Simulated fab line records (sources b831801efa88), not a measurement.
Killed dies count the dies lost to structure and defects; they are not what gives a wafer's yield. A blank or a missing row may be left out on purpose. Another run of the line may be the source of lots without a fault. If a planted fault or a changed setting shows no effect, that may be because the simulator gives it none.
8D (eight disciplines) problem report, filled in by code | flow gf180mcu | the parts of the form that need people (team, actions taken, sign-off) are left out

## 1. THE PROBLEM
Mean of spin speed rpm at GF_HV_LDD_COAT_02: 3090.8 rpm across 6 wafers in 2 lots; on wafers with no fault it is 2999.6 rpm (standard deviation 1.9). Relative to the usual mean, that is a shift of +48 standard deviations.
The step: resist thk 1000 nm.
Earliest sighting: wafer L927.1 on litho track-04 at day 16 02:35. The record has a number at this step for 36 wafers belonging to 12 lots. By rule, "out" or "out of limits" means more than 4 standard deviations away from the usual mean. The other wafers with a number count as sound.

## 2. WHAT IT IS AND WHAT IT IS NOT
question                    | is                     | is not
which readings at this step | spin speed rpm         | dispense pressure kPa
which lots                  | L927, L928             | L906, L909, L910, L911, L914, L915, L917, L918, L919, L920
which wafers of those lots  | all that have a number | -
read on which tools         | litho track-04         | litho track-02, litho track-03
when                        | from day 16 02:35      | up to then (30 sound wafers)

## 3. THE SUSPECTS, EACH WITH WHAT RULES IT OUT
Counting: any tool at a process step up to the reading is kept as a suspect provided that every lot that is out went through it and no sound lot did after the first of them.
- litho track-04 at GF_HV_LDD_COAT_02 (resist thk 1000 nm): kept. It ran every lot that is out, first L927 (day 16 02:35), and no sound lot after that; its last sound lot up to then is L920 (day 13 19:47). Out on those wafers are its own readings of spin speed rpm.
The count leaves litho track-04 at GF_HV_LDD_COAT_02.

## 4. THE CAUSE (what the simulator had put in)
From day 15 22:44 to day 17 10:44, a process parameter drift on litho track-04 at GF_HV_LDD_COAT_02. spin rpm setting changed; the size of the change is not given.
This tool alone remained once counting was done.

## 5. THE CHAIN OF EFFECTS, in route order
Each row: a reading where the mean over the struck wafers with a number is more than 3 standard deviations away from the usual. Readings are gone through only where the record gives a usual standard deviation; hours: the median, over the lots, of the time from a lot's start at the first step in this table giving one to that lot's start at this step; sigmas: the change measured in usual standard deviations.
hours | step               | reading                  | usual      | on struck wafers | change | sigmas
0     | GF_HV_LDD_COAT_02  | spin speed rpm           | 2999.6 rpm | 3090.8           | +91.2  | +48
11    | GF_HV_LDD_STRIP_10 | strip time to endpoint s | 12.63 s    | 12.46            | -0.18  | -4.5
Its process steps:
- GF_HV_LDD_COAT_02: resist thk 1000 nm.
- GF_HV_LDD_STRIP_10: strips in O2/N2.
At these later measuring or inspecting steps, every struck wafer for which the step has a row has a number for every such reading, and none has moved that far: GF_CONTACT_THK_MEAS_01.

## 6. WHAT WOULD HAVE CAUGHT IT SOONER
4 hours passed between the start of the fault at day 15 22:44 and the first reading out of limits in this record, taken at day 16 02:35.
